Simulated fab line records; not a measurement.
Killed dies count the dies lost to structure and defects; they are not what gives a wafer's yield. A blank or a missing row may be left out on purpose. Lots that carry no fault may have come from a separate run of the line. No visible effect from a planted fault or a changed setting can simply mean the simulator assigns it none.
Problem report in the 8D (eight disciplines) form, filled by code ; flow sky130 ; the parts of the form that need people (team, actions taken, sign-off) are left out

## 1. WHAT IS WRONG
Across 6 wafers from 2 lots, RES_XHIGH_TW at SKY_RES_XHIGH_TW_MEAS_09 averages 1064, while fault-free wafers read 1656 with a standard deviation of 16. Relative to the usual mean, that is a shift of -37 standard deviations.
Seen first at day 34 07:52 on filmMetro-03, wafer L113.4. The record has a number at this step for 36 wafers belonging to 12 lots. The rule behind "out" and "out of limits": a value lying over 4 standard deviations away from the usual mean. All remaining wafers that have a number are taken as sound.

## 2. WHAT IT IS AND WHAT IT IS NOT
question;is;is not
which readings at this step;RES_XHIGH_TW;-
which lots;L113, L115;L101, L102, L104, L105, L116, L117, L994, L995, L997, L998
which wafers of those lots;all that have a number;-
read on which gauges;filmMetro-03;filmMetro-01, filmMetro-02
when;from day 34 07:52;"up to then (24 sound wafers); but 6 sound wafers of L116, L117 came after"

## 3. SUSPECTS, AND WHAT RULES EACH OUT
Counting: a tool at a process step up to the reading stays a suspect if it ran every lot that is out and no sound lot after the first of them.
- ruled out: the gauge at SKY_RES_XHIGH_TW_MEAS_09. All the wafers that are out were read on filmMetro-03, but those of them that SKY_RES_XHIGH_IMPLANT_07 has rows for are out there too, on other tools.
- plasmaAsher-03 at SKY_LDD_HVP_STRIP_09 (strips in O2/N2): kept. All lots that are out passed through it, beginning with L113 at day 28 18:13, and no sound lot followed; its final sound lot before that point was L101 at day 24 11:08.
- implanter-03 at SKY_RES_XHIGH_IMPLANT_07: kept. All lots that are out passed through it, beginning with L113 at day 34 07:40, and no sound lot followed; its final sound lot before that point was L102 at day 29 13:09. Out on those wafers are its own readings of beamOnS, doseIonsCm2.
Left after counting: plasmaAsher-03 at SKY_LDD_HVP_STRIP_09, implanter-03 at SKY_RES_XHIGH_IMPLANT_07.

## 4. THE CAUSE (what the simulator had put in)
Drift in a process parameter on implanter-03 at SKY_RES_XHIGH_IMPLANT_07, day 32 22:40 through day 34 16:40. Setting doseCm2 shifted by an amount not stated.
Counting leaves 2 suspects; this tool is one of them.

## 5. SEQUENCE OF EFFECTS, ordered by route
Rows list readings where the struck wafers' mean (over those with a number) sits beyond 3 standard deviations from the usual. Only readings whose record carries a usual standard deviation are examined. hours: median over the lots of the time between each lot's start at the first step of this table that gives one and its start at this step. sigmas: the change, counted in usual standard deviations.
hours;step;reading;usual;on struck wafers;change;sigmas
0;SKY_RES_XHIGH_IMPLANT_07;beamOnS;43 s;10;-33;-4.9
0;SKY_RES_XHIGH_IMPLANT_07;doseIonsCm2;3.6e+14;8.6e+13;-2.7e+14;-99 or more
0;SKY_RES_XHIGH_TW_MEAS_09;RES_XHIGH_TW;1656;1064;-592;-37
26;SKY_SD_N_RS_MEAS_18;RES_XHIGH_RS;332.8 ohm/sq;1035.9;+703.1;+99 or more
The process steps in it:
- SKY_RES_XHIGH_IMPLANT_07

## 6. WHAT WOULD HAVE CAUGHT IT SOONER
In this record the first reading out of limits at a measuring or inspecting step was taken at day 34 07:52, 33 hours after the fault began at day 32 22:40.
The tool's own readings at SKY_RES_XHIGH_IMPLANT_07 were out on every struck wafer that the step has a row for (beamOnS, doseIonsCm2): an alarm limit on them would have fired on the first of those.
Among the 2 lots that are out, L115 began SKY_RES_XHIGH_IMPLANT_07 on implanter-03 after day 34 07:52. Putting the tool on hold at that point would have spared it.
